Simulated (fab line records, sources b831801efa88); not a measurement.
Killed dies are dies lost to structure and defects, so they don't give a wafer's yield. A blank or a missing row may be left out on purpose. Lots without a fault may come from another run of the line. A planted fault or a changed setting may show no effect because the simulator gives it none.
Which tool did it? | flow gf180mcu | 12 lots, 36 wafers sampled, at 4 steps of a route of 602

WHAT THE GAUGES READ, wafer by wafer
GF_STI_THK_MEAS_04. Usual: STI_CVD_03_THK 206.9 nm, standard deviation 1.8.
lot  | measured    | on            | STI_CVD_03_THK (nm) | flag
L601 | day 1 14:04 | film_metro-03 | 211.3 209.6 210.5   |
L602 | day 1 18:34 | film_metro-03 | 208.1 206.3 208.0   |
L603 | day 1 23:34 | film_metro-03 | 206.8 206.7 205.7   |
L604 | day 2 04:47 | film_metro-03 | 205.5 207.0 205.5   |
L605 | day 2 10:04 | film_metro-02 | 207.3 208.3 205.8   |
L606 | day 2 14:34 | film_metro-03 | 207.2 207.2 205.3   |
L607 | day 2 20:37 | film_metro-01 | 206.9 207.5 206.7   |
L608 | day 3 00:34 | film_metro-01 | 207.2 208.2 207.1   |
L612 | day 3 20:59 | film_metro-03 | 209.6 208.6 208.1   |
L613 | day 4 04:19 | film_metro-03 | 212.4 210.2 209.3   |
L614 | day 4 07:37 | film_metro-01 | 208.0 208.9 208.5   |
L615 | day 4 11:34 | film_metro-03 | 208.2 208.1 208.0   |

GF_VT_IMPLANT_TW_MEAS_10. Usual: VT_IMPLANT_TW 567, standard deviation 5.7.
lot  | measured    | on            | VT_IMPLANT_TW | flag
L601 | day 5 17:27 | film_metro-03 | 564 563 561   |
L602 | day 5 22:36 | film_metro-04 | 578 577 577   |
L603 | day 6 03:57 | film_metro-04 | 571 574 577   |
L604 | day 6 09:53 | film_metro-03 | 568 563 565   |
L605 | day 6 17:28 | film_metro-04 | 573 572 577   |
L606 | day 6 21:28 | film_metro-02 | 561 560 562   |
L607 | day 7 07:25 | film_metro-04 | 569 570 571   |
L608 | day 7 10:55 | film_metro-03 | 558 559 560   |
L612 | day 8 10:43 | film_metro-02 | 567 565 567   |
L613 | day 8 22:08 | film_metro-04 | 370 371 372   | OFF
L614 | day 8 23:40 | film_metro-03 | 364 364 363   | OFF
L615 | day 9 05:31 | film_metro-04 | 373 373 372   | OFF

WHICH TOOL RAN EACH LOT (tool, then ch and the chambers of the sampled wafers, then the start)
lot  | GF_STI_CMP_25                | GF_VT_IMPLANT_IMPLANT_08
L601 | cmp-01 ch 0,2, day 2 04:05   | implanter-01 ch 0, day 5 17:12
L602 | cmp-01 ch 1,2,3, day 2 09:10 | implanter-02 ch 0, day 5 22:21
L603 | cmp-01 ch 0,2,3, day 2 13:50 | implanter-01 ch 0, day 6 03:42
L604 | cmp-01 ch 1,2, day 2 19:31   | implanter-01 ch 0, day 6 09:41
L605 | cmp-01 ch 0,1, day 3 00:51   | implanter-03 ch 0, day 6 17:13
L606 | cmp-02 ch 1,2,3, day 3 04:58 | implanter-02 ch 0, day 6 21:13
L607 | cmp-01 ch 0,1,2, day 3 11:20 | implanter-02 ch 0, day 7 07:10
L608 | cmp-02 ch 1,2,3, day 3 15:29 | implanter-02 ch 0, day 7 10:40
L612 | cmp-01 ch 1,2,3, day 4 12:11 | implanter-02 ch 0, day 8 10:30
L613 | cmp-02 ch 0,1, day 4 20:18   | implanter-02 ch 0, day 8 21:56
L614 | cmp-01 ch 1,2,3, day 5 00:14 | implanter-01 ch 0, day 8 23:25
L615 | cmp-02 ch 1,2, day 5 03:53   | implanter-01 ch 0, day 9 05:16
- GF_STI_CMP_25: polishes, stops on Si3N4, t overpolish 33 s, target thk 524.6 nm.
- GF_VT_IMPLANT_IMPLANT_08

WHAT THE TOOLS THEMSELVES READ (means of the sampled wafers that have a number; where no wafer has one, the mark that the record gives instead)
GF_STI_CMP_25. Usual: motor_current_A 11.9 A, standard deviation 1.1; overpolish_run_s 33.001 s, standard deviation 0.0091; platen_rpm 60.01 rpm, standard deviation 0.043; time_to_endpoint_s 124 s, standard deviation 5.3.
lot  | tool   | motor_current_A (A) | overpolish_run_s (s) | platen_rpm (rpm) | time_to_endpoint_s (s) | flag
L601 | cmp-01 | 12.5                | 33.007               | 59.97            | 123                    |
L602 | cmp-01 | 12.4                | 32.998               | 60.04            | 122                    |
L603 | cmp-01 | 12.7                | 33.000               | 60.03            | 125                    |
L604 | cmp-01 | 11.8                | 32.997               | 60.00            | 125                    |
L605 | cmp-01 | 11.4                | 32.999               | 60.01            | 128                    |
L606 | cmp-02 | 11.5                | 33.006               | 60.00            | 122                    |
L607 | cmp-01 | 12.1                | 32.999               | 60.05            | 133                    |
L608 | cmp-02 | 11.7                | 32.995               | 60.00            | 127                    |
L612 | cmp-01 | 12.5                | 33.005               | 59.98            | 127                    |
L613 | cmp-02 | 10.8                | 33.011               | 60.00            | 119                    |
L614 | cmp-01 | 12.5                | 33.006               | 60.01            | 126                    |
L615 | cmp-02 | 11.9                | 33.000               | 60.01            | 121                    |

THE ANSWER, worked out from the rows above alone
Rule: a lot is off if the mean of its wafers that have a number lies more than 3 standard deviations from the usual mean. A lot without any number at a reading at which 4 lots or more have one is off too. The other lots that the step has rows for count as sound. The gauges are gone through in route order, then the tools' own readings, and for those a lot's mean is taken as printed above. The first step at which some lot is off is used, and at that step the reading that is off furthest; a lot without a number counts as furthest.
Off: L613, L614, L615, at GF_VT_IMPLANT_TW_MEAS_10 (VT_IMPLANT_TW).
A tool fits if, at a process step before that reading, it ran every lot that is off, and no sound lot after the first of them. The gauges at GF_VT_IMPLANT_TW_MEAS_10 are tried like those tools. None of those tried fits.

WHAT THE SIMULATOR HAD PUT IN
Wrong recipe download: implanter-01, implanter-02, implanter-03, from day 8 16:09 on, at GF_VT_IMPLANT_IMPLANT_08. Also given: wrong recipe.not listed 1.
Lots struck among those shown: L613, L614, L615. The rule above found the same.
